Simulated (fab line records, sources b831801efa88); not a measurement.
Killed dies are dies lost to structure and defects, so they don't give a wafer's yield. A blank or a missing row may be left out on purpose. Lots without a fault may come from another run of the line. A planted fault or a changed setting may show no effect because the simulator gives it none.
Tool commonality check | flow sky130 | 13 lots, 39 wafers sampled

WHY IT WAS OPENED
At SKY_SD_N_RS_MEAS_16 the reading SD_N_RS is flagged on 2 of 13 lots. Wafers without a fault read 68.63 ohm/sq, standard deviation 0.1.
Rule: a lot is flagged when every wafer of it that has a number lies more than 4 standard deviations from that mean, or none has a number. The other lots count as sound.

lot  | measured     | on            | SD_N_RS (ohm/sq), wafer by wafer | flag
L462 | day 28 09:08 | film_metro-01 | 68.57 68.57 68.58                |
L464 | day 29 07:19 | film_metro-04 | 68.68 68.70 68.79                |
L465 | day 29 14:05 | film_metro-01 | 68.53 68.49 68.55                |
L466 | day 30 04:15 | film_metro-04 | 68.55 68.34 68.52                |
L468 | day 31 00:09 | film_metro-04 | 68.66 68.55 68.63                |
L469 | day 31 01:55 | film_metro-04 | 68.46 68.49 68.55                |
L470 | day 31 13:43 | film_metro-01 | 68.67 68.50 68.71                |
L471 | day 31 14:04 | film_metro-04 | 68.52 68.61 68.67                |
L473 | day 32 14:43 | film_metro-04 | 68.72 68.49 68.77                |
L482 | day 34 19:17 | film_metro-01 | 70.48 70.50 70.39                | FLAGGED
L484 | day 34 22:13 | film_metro-01 | 68.56 68.70 68.63                |
L483 | day 34 23:39 | film_metro-01 | 70.60 70.62 70.68                | FLAGGED
L485 | day 35 17:16 | film_metro-01 | 68.72 68.63 68.75                |
The numbers of the flagged lots are 70.55 ohm/sq on average: +1.92 ohm/sq against the usual, or +19 standard deviations.

WHICH TOOL RAN EACH LOT
The record holds 1 process step before the reading, out of a route of 708 steps. In each cell: the tool, then ch and the chambers that the sampled wafers went through, then the start.
lot  | flag    | SKY_SD_N_IMPLANT_10
L462 |         | implanter-01 ch 0, day 28 08:35
L464 |         | implanter-02 ch 0, day 29 06:47
L465 |         | implanter-01 ch 0, day 29 13:34
L466 |         | implanter-04 ch 0, day 30 03:43
L468 |         | implanter-04 ch 0, day 30 23:37
L469 |         | implanter-04 ch 0, day 31 01:24
L470 |         | implanter-02 ch 0, day 31 13:11
L471 |         | implanter-01 ch 0, day 31 13:32
L473 |         | implanter-02 ch 0, day 32 14:11
L482 | FLAGGED | implanter-01 ch 0, day 34 18:46
L484 |         | implanter-02 ch 0, day 34 21:42
L483 | FLAGGED | implanter-01 ch 0, day 34 23:07
L485 |         | implanter-02 ch 0, day 35 16:43
What these steps do:
- SKY_SD_N_IMPLANT_10
- SKY_SD_N_RS_MEAS_16: measures by four-point-probe.

FLAGGED OVER TOTAL, TOOL BY TOOL (the gauges that took the reading come last)
step                | tool          | lots run | flagged | share of the flagged lots | sound lots run after its first flagged lot
SKY_SD_N_IMPLANT_10 | implanter-01  | 5        | 2       | all                       | 0
SKY_SD_N_IMPLANT_10 | implanter-02  | 5        | 0       | none                      | -
SKY_SD_N_IMPLANT_10 | implanter-04  | 3        | 0       | none                      | -
SKY_SD_N_RS_MEAS_16 | film_metro-01 | 7        | 2       | all                       | 2 (L484,L485)
SKY_SD_N_RS_MEAS_16 | film_metro-04 | 6        | 0       | none                      | -

WHAT THE TABLE ALLOWS
2 rows of the table ran every flagged lot: implanter-01 at SKY_SD_N_IMPLANT_10, film_metro-01 at SKY_SD_N_RS_MEAS_16.
- implanter-01 at SKY_SD_N_IMPLANT_10: 2 of its 5 lots flagged. Its last sound lot is L471 (day 31 13:32), its first flagged lot L482 (day 34 18:46): a fault that began between those two fits. Its own readings lie more than 4 standard deviations out on every wafer of the flagged lots: dose_ions_cm2, faraday_current_uA.
- film_metro-01 at SKY_SD_N_RS_MEAS_16: 2 of its 7 lots flagged. Sound lots ran on it after the first flagged one (L484, L485), which a lasting fault on the whole tool wouldn't allow.
One tool is left: implanter-01 at SKY_SD_N_IMPLANT_10.

WHAT THE SIMULATOR HAD PUT IN
Process parameter drift: implanter-01, from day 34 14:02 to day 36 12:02, at SKY_SD_N_IMPLANT_10. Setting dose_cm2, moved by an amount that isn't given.
Lots struck among those shown: L482, L483. The rule above found the same.
